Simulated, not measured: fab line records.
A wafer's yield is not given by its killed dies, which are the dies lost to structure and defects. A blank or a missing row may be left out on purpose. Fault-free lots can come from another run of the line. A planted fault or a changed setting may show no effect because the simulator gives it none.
Split-lot trial / flow sky130 / 23 wafers read from 5 lots, route of 708 steps

## THE SPLIT ITSELF
At SKY_METAL2_SPUTTER_01 (material TiN, target thk 20 nm, time 16.7 s), the setting time_s was moved away from the recipe's 16.7 s on 8 of the 23 wafers read, by -6.0% to +14.6%. For the rest of the wafers, this setting stayed at what the recipe calls for.

The reading comes from the split's own step.

## THE READING
TiN_of_METAL2_SPUTTER_01.thk_nm (the simulator's own value, which no gauge read), in nm, at SKY_METAL2_SPUTTER_01 (material TiN, target thk 20 nm, time 16.7 s). The file gives no usual value for it. Here, 15 wafers ran the recipe; their average is 20.03 nm with a standard deviation of 0.36 nm.

wafer=L074.1; tool, chamber at the split=pvd_sputter-02, -; time_s as run, s=16.7; against the recipe=recipe; TiN_of_METAL2_SPUTTER_01.thk_nm, nm=20.32; against lot-mates on the recipe=-
wafer=L074.3; tool, chamber at the split=pvd_sputter-02, -; time_s as run, s=15.69; against the recipe=-6.0%; TiN_of_METAL2_SPUTTER_01.thk_nm, nm=19.19; against lot-mates on the recipe=-0.95
wafer=L074.4; tool, chamber at the split=pvd_sputter-02, -; time_s as run, s=16.7; against the recipe=recipe; TiN_of_METAL2_SPUTTER_01.thk_nm, nm=20.11; against lot-mates on the recipe=-
wafer=L074.5; tool, chamber at the split=pvd_sputter-02, -; time_s as run, s=16.7; against the recipe=recipe; TiN_of_METAL2_SPUTTER_01.thk_nm, nm=20; against lot-mates on the recipe=-
wafer=L074.6; tool, chamber at the split=pvd_sputter-02, -; time_s as run, s=15.69; against the recipe=-6.0%; TiN_of_METAL2_SPUTTER_01.thk_nm, nm=19.21; against lot-mates on the recipe=-0.93
wafer=L076.1; tool, chamber at the split=pvd_sputter-01, -; time_s as run, s=16.7; against the recipe=recipe; TiN_of_METAL2_SPUTTER_01.thk_nm, nm=20.53; against lot-mates on the recipe=-
wafer=L076.2; tool, chamber at the split=pvd_sputter-01, -; time_s as run, s=16.7; against the recipe=recipe; TiN_of_METAL2_SPUTTER_01.thk_nm, nm=19.12; against lot-mates on the recipe=-
wafer=L076.6; tool, chamber at the split=pvd_sputter-01, -; time_s as run, s=16.7; against the recipe=recipe; TiN_of_METAL2_SPUTTER_01.thk_nm, nm=20.43; against lot-mates on the recipe=-
wafer=L077.1; tool, chamber at the split=pvd_sputter-01, -; time_s as run, s=16.7; against the recipe=recipe; TiN_of_METAL2_SPUTTER_01.thk_nm, nm=20.24; against lot-mates on the recipe=-
wafer=L077.3; tool, chamber at the split=pvd_sputter-01, -; time_s as run, s=18.08; against the recipe=+8.3%; TiN_of_METAL2_SPUTTER_01.thk_nm, nm=22.26; against lot-mates on the recipe=+2.04
wafer=L077.4; tool, chamber at the split=pvd_sputter-01, -; time_s as run, s=18.08; against the recipe=+8.3%; TiN_of_METAL2_SPUTTER_01.thk_nm, nm=22.74; against lot-mates on the recipe=+2.52
wafer=L077.5; tool, chamber at the split=pvd_sputter-01, -; time_s as run, s=18.08; against the recipe=+8.3%; TiN_of_METAL2_SPUTTER_01.thk_nm, nm=22.24; against lot-mates on the recipe=+2.02
wafer=L077.6; tool, chamber at the split=pvd_sputter-01, -; time_s as run, s=16.7; against the recipe=recipe; TiN_of_METAL2_SPUTTER_01.thk_nm, nm=20.2; against lot-mates on the recipe=-
wafer=L081.1; tool, chamber at the split=pvd_sputter-01, -; time_s as run, s=19.14; against the recipe=+14.6%; TiN_of_METAL2_SPUTTER_01.thk_nm, nm=23.45; against lot-mates on the recipe=+3.25
wafer=L081.2; tool, chamber at the split=pvd_sputter-01, -; time_s as run, s=19.14; against the recipe=+14.6%; TiN_of_METAL2_SPUTTER_01.thk_nm, nm=23.17; against lot-mates on the recipe=+2.98
wafer=L081.3; tool, chamber at the split=pvd_sputter-01, -; time_s as run, s=16.7; against the recipe=recipe; TiN_of_METAL2_SPUTTER_01.thk_nm, nm=20.02; against lot-mates on the recipe=-
wafer=L081.4; tool, chamber at the split=pvd_sputter-01, -; time_s as run, s=19.14; against the recipe=+14.6%; TiN_of_METAL2_SPUTTER_01.thk_nm, nm=22.23; against lot-mates on the recipe=+2.04
wafer=L081.6; tool, chamber at the split=pvd_sputter-01, -; time_s as run, s=16.7; against the recipe=recipe; TiN_of_METAL2_SPUTTER_01.thk_nm, nm=20.37; against lot-mates on the recipe=-
wafer=L083.1; tool, chamber at the split=pvd_sputter-02, -; time_s as run, s=16.7; against the recipe=recipe; TiN_of_METAL2_SPUTTER_01.thk_nm, nm=19.63; against lot-mates on the recipe=-
wafer=L083.2; tool, chamber at the split=pvd_sputter-02, -; time_s as run, s=16.7; against the recipe=recipe; TiN_of_METAL2_SPUTTER_01.thk_nm, nm=19.59; against lot-mates on the recipe=-
wafer=L083.3; tool, chamber at the split=pvd_sputter-02, -; time_s as run, s=16.7; against the recipe=recipe; TiN_of_METAL2_SPUTTER_01.thk_nm, nm=20.05; against lot-mates on the recipe=-
wafer=L083.4; tool, chamber at the split=pvd_sputter-02, -; time_s as run, s=16.7; against the recipe=recipe; TiN_of_METAL2_SPUTTER_01.thk_nm, nm=19.94; against lot-mates on the recipe=-
wafer=L083.6; tool, chamber at the split=pvd_sputter-02, -; time_s as run, s=16.7; against the recipe=recipe; TiN_of_METAL2_SPUTTER_01.thk_nm, nm=19.84; against lot-mates on the recipe=-

THE FIT
A straight line over all 23 wafers: TiN_of_METAL2_SPUTTER_01.thk_nm changes by +0.208 nm for each +1% of time_s; r = +0.94; the points scatter about the line by 0.46 nm.
The same after taking each lot's own level away (the mean of its wafers on the recipe; 23 wafers): +0.198 nm for each +1%; r = +0.95; scatter 0.41 nm.
Per that fit: largest time_s move, reading shift of 2.9 nm.
The span of the lots' own levels, 19.810 to 20.220 nm, comes to 1.1 times the standard deviation stated above.
So the lot-to-lot level changes the slope little: the two slopes agree.
Check: +2.89 nm against its lot-mates is what the line predicts for one of the wafers moved furthest among these (+14.6%) when that wafer is left out of the fit. Against them it came out at +3.25 nm.

## ADDITIONAL SPLITS CARRIED BY THESE WAFERS
Before the reading, these wafers also passed through other splits. Each is held against what the fit with the lots' levels taken away leaves over:
other split on the same wafers=SKY_LDD_P_DEVELOP_06 dev_temp_c; wafers away from the commonest value=8; r with TiN_of_METAL2_SPUTTER_01.thk_nm (lot level and that fit taken away)=+0.11
other split on the same wafers=SKY_LDD_HVN_IMPLANT_08 energy_kev; wafers away from the commonest value=10; r with TiN_of_METAL2_SPUTTER_01.thk_nm (lot level and that fit taken away)=-0.02
other split on the same wafers=SKY_LDD_LDN_IMPLANT_10 energy_kev; wafers away from the commonest value=8; r with TiN_of_METAL2_SPUTTER_01.thk_nm (lot level and that fit taken away)=-0.35
other split on the same wafers=SKY_SD_P_DEVELOP_06 develop_time_s; wafers away from the commonest value=11; r with TiN_of_METAL2_SPUTTER_01.thk_nm (lot level and that fit taken away)=-0.21
other split on the same wafers=SKY_RES_XHIGH_IMPLANT_07 dose_cm2; wafers away from the commonest value=8; r with TiN_of_METAL2_SPUTTER_01.thk_nm (lot level and that fit taken away)=+0.07
other split on the same wafers=SKY_SD_N_SOFTBAKE_03 temp_c; wafers away from the commonest value=8; r with TiN_of_METAL2_SPUTTER_01.thk_nm (lot level and that fit taken away)=-0.28
other split on the same wafers=SKY_LI_CONTACT_EXPOSE_09 dose_mj; wafers away from the commonest value=6; r with TiN_of_METAL2_SPUTTER_01.thk_nm (lot level and that fit taken away)=+0.08
other split on the same wafers=SKY_LI_CONTACT_ETCH_14 ion_energy_ev; wafers away from the commonest value=9; r with TiN_of_METAL2_SPUTTER_01.thk_nm (lot level and that fit taken away)=-0.46
other split on the same wafers=SKY_CONTACT_ETCH_16 time_s; wafers away from the commonest value=10; r with TiN_of_METAL2_SPUTTER_01.thk_nm (lot level and that fit taken away)=-0.29
other split on the same wafers=SKY_CONTACT_CMP_27 t_overpolish_s; wafers away from the commonest value=8; r with TiN_of_METAL2_SPUTTER_01.thk_nm (lot level and that fit taken away)=+0.34

## FILE'S OWN FIT
TiN_of_METAL2_SPUTTER_01.thk_nm changes by +0.201 nm for each +1% of time_s, r = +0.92.
